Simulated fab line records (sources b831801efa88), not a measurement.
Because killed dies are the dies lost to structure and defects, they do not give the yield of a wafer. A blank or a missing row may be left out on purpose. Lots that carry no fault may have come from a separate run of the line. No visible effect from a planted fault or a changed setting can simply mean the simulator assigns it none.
Comparing a struck lot with a sound one + flow sky130 + 14 out of 708 route steps
Sound: the wafers L572.3, L572.5, L572.6. Wafers struck: L574.3, L574.4, L574.6. The cause comes at the end.
Per side, at each step with rows, come the tool, then ch with its chambers, and then its first start. Under that, the readings that differ: sound wafers + struck wafers + difference of the means + sigmas: that difference in standard deviations of wafers without a fault.
alike: words and numbers the same on both sides, and readings whose means are apart by under 2 such deviations; not compared: readings that were withheld, readings missing a value for some wafer, numbers with overlapping values and no deviation given by the record, and bounds like >300 which may hide the same value.
The two part at a step that has a row with sigmas, a row that says differs or no value, or rows on one side only. Numbers that don't overlap but have no deviation are shown without sigmas and don't part them. A reading missing from all wafers of one side parts the sides only when that side holds two or more wafers.

SKY_SD_N_RS_MEAS_17: uses a four-point probe to measure.
  sound on filmMetro-02 at day 28 22:17; struck on filmMetro-01 at day 30 06:20
  alike: SD_P_RS
SKY_SD_N_RS_MEAS_18: uses a four-point probe to measure.
  sound on filmMetro-02 at day 28 22:25; struck on filmMetro-01 at day 30 06:28
  alike: RES_XHIGH_RS
then, 2 steps without rows for these wafers: SKY_SALICIDE_CLEAN_00 (cleans in HF-last, time 30 s); SKY_LI_CONTACT_HDPCVD_00 (deposits PSG, target thk 930 nm, time 155 s).
SKY_LI_CONTACT_THK_MEAS_01:
  sound on filmMetro-04 at day 28 22:38; struck on filmMetro-02 at day 30 06:41
| reading                    | sound       | struck      | difference | sigmas |
|----------------------------|-------------|-------------|------------|--------|
| LI_CONTACT_HDPCVD_THK (nm) | 894 897 902 | 925 940 930 | +34        | +2     |
SKY_LI_CONTACT_CMP_02: polishes PSG.
  sound on cmp-02 ch 0,1,2, day 28 22:49; struck on cmp-01 ch 1,2, day 30 06:43
  alike: edgeZonePressureFrac, motorCurrentA, platenRpm, timeToEndpointS
SKY_LI_CONTACT_BOW_MEAS_03:
  sound on filmMetro-02 at day 28 23:01; struck on filmMetro-01 at day 30 07:04
  alike: LI_CONTACT_BOW
then, 5 steps without rows for these wafers: SKY_LI_CONTACT_DEHYDRATE_04 (time 60 s); SKY_LI_CONTACT_HMDS_05 (prime time 60 s); SKY_LI_CONTACT_COAT_06 (resist thk 60 nm); SKY_LI_CONTACT_COAT_07 (resist thk 450 nm); SKY_LI_CONTACT_SOFTBAKE_08 (time 90 s).
SKY_LI_CONTACT_EXPOSE_09: exposes mask LICM1, target cd 170 nm.
  sound on krfScanner-01 ch 0, day 29 13:38; struck on krfScanner-02, day 30 21:01
  no value came back on the struck wafers for exposureDoseMJCm2, focusOffsetNm (nm), stageVelMmS (mm/s); on the sound wafers exposureDoseMJCm2 reads 38.00 38.00 37.94
  alike: mask
after that, 1 step had no rows for these wafers: SKY_LI_CONTACT_PEB_10.

WHERE THEY PART
At SKY_LI_CONTACT_THK_MEAS_01 first; at SKY_LI_CONTACT_EXPOSE_09 last (within this record only).

WHY: whatever the simulator had introduced
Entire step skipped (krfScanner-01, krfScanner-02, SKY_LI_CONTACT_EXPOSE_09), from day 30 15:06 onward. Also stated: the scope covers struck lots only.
